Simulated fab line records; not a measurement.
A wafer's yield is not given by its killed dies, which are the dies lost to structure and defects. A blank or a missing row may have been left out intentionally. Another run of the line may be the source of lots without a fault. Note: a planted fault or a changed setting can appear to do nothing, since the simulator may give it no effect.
Commonality check across tools :: flow gf180mcu :: 12 lots and 36 wafers in the sample

== WHAT PROMPTED THE OPENING ==
2 of 12 lots carry a flag on the reading MVSD_RS at GF_VT_IMPLANT_RS_MEAS_46. Fault-free wafers read 456.7 ohm/sq, with a standard deviation of 1.2.
Rule: a lot gets a flag if all its wafers with a number sit over 4 standard deviations from that mean, or if no wafer of it has a number. All remaining lots are regarded as sound.

lot: L761
measured: day 7 13:20
on: film metro-01
MVSD_RS (ohm/sq), wafer by wafer: 456.2 456.2 456.7
flag: 

lot: L765
measured: day 8 18:08
on: film metro-04
MVSD_RS (ohm/sq), wafer by wafer: 456.0 456.3 456.4
flag: 

lot: L766
measured: day 9 02:28
on: film metro-04
MVSD_RS (ohm/sq), wafer by wafer: 458.4 457.9 456.5
flag: 

lot: L767
measured: day 9 10:16
on: film metro-04
MVSD_RS (ohm/sq), wafer by wafer: 438.1 437.8 437.8
flag: FLAGGED

lot: L770
measured: day 10 04:56
on: film metro-01
MVSD_RS (ohm/sq), wafer by wafer: 439.6 438.3 437.7
flag: FLAGGED

lot: L773
measured: day 10 23:34
on: film metro-04
MVSD_RS (ohm/sq), wafer by wafer: 455.6 456.1 455.6
flag: 

lot: L779
measured: day 12 19:51
on: film metro-04
MVSD_RS (ohm/sq), wafer by wafer: 456.1 455.2 456.2
flag: 

lot: L780
measured: day 13 03:07
on: film metro-02
MVSD_RS (ohm/sq), wafer by wafer: 457.2 456.6 456.8
flag: 

lot: L781
measured: day 13 08:34
on: film metro-01
MVSD_RS (ohm/sq), wafer by wafer: 455.3 457.0 457.3
flag: 

lot: L782
measured: day 13 12:11
on: film metro-02
MVSD_RS (ohm/sq), wafer by wafer: 458.8 457.7 458.2
flag: 

lot: L783
measured: day 13 23:17
on: film metro-02
MVSD_RS (ohm/sq), wafer by wafer: 456.8 458.0 456.7
flag: 

lot: L784
measured: day 14 09:02
on: film metro-04
MVSD_RS (ohm/sq), wafer by wafer: 456.7 457.9 457.8
flag: 
Average over the flagged lots: 438.2 ohm/sq; offset from the usual -18.5 ohm/sq, equal to -15 standard deviations.

== EACH LOT AND THE TOOL IT RAN ON ==
The record keeps 1 process step preceding the reading, out of 602 steps on the route. Every cell lists first the tool, next ch and the chambers used by the sampled wafers, and last the start.
lot: L761
flag: 
GF_MVSD_IMPLANT_08: implanter-04 ch 0, day 4 10:01

lot: L765
flag: 
GF_MVSD_IMPLANT_08: implanter-02 ch 0, day 5 11:25

lot: L766
flag: 
GF_MVSD_IMPLANT_08: implanter-04 ch 0, day 5 19:07

lot: L767
flag: FLAGGED
GF_MVSD_IMPLANT_08: implanter-04 ch 0, day 6 01:14

lot: L770
flag: FLAGGED
GF_MVSD_IMPLANT_08: implanter-04 ch 0, day 6 16:27

lot: L773
flag: 
GF_MVSD_IMPLANT_08: implanter-02 ch 0, day 7 09:03

lot: L779
flag: 
GF_MVSD_IMPLANT_08: implanter-02 ch 0, day 8 21:50

lot: L780
flag: 
GF_MVSD_IMPLANT_08: implanter-04 ch 0, day 9 04:41

lot: L781
flag: 
GF_MVSD_IMPLANT_08: implanter-04 ch 0, day 9 08:36

lot: L782
flag: 
GF_MVSD_IMPLANT_08: implanter-04 ch 0, day 9 12:47

lot: L783
flag: 
GF_MVSD_IMPLANT_08: implanter-02 ch 0, day 9 20:56

lot: L784
flag: 
GF_MVSD_IMPLANT_08: implanter-04 ch 0, day 10 06:28
What the steps here do:
- GF_MVSD_IMPLANT_08
- GF_VT_IMPLANT_RS_MEAS_46: measures by four-point-probe.

== FLAGGED AGAINST TOTAL, ONE TOOL AT A TIME (gauges that did the reading follow at the end) ==
step: GF_MVSD_IMPLANT_08
tool: implanter-02
lots run: 4
flagged: 0
share of the flagged lots: none
sound lots run after its first flagged lot: -

step: GF_MVSD_IMPLANT_08
tool: implanter-04
lots run: 8
flagged: 2
share of the flagged lots: all
sound lots run after its first flagged lot: 4 (L780,L781,L782,L784)

step: GF_VT_IMPLANT_RS_MEAS_46
tool: film metro-01
lots run: 3
flagged: 1
share of the flagged lots: some
sound lots run after its first flagged lot: 1 (L781)

step: GF_VT_IMPLANT_RS_MEAS_46
tool: film metro-02
lots run: 3
flagged: 0
share of the flagged lots: none
sound lots run after its first flagged lot: -

step: GF_VT_IMPLANT_RS_MEAS_46
tool: film metro-04
lots run: 6
flagged: 1
share of the flagged lots: some
sound lots run after its first flagged lot: 3 (L773,L779,L784)

== WHAT THE TABLE PERMITS ==
1 row of the table ran every flagged lot: implanter-04 at GF_MVSD_IMPLANT_08.
- implanter-04 at GF_MVSD_IMPLANT_08 ran 8 lots, 2 of them flagged. After the first flagged lot (L780, L781, L782, L784), sound lots still ran on it; a lasting fault on the whole tool would not permit that. Its own readings (end station pressure torr, faraday current uA) fall more than 4 standard deviations out on all wafers of the flagged lots.
Every row of the table either missed a flagged lot or ran a sound lot after the first.

== WHAT WAS PUT IN BY THE SIMULATOR ==
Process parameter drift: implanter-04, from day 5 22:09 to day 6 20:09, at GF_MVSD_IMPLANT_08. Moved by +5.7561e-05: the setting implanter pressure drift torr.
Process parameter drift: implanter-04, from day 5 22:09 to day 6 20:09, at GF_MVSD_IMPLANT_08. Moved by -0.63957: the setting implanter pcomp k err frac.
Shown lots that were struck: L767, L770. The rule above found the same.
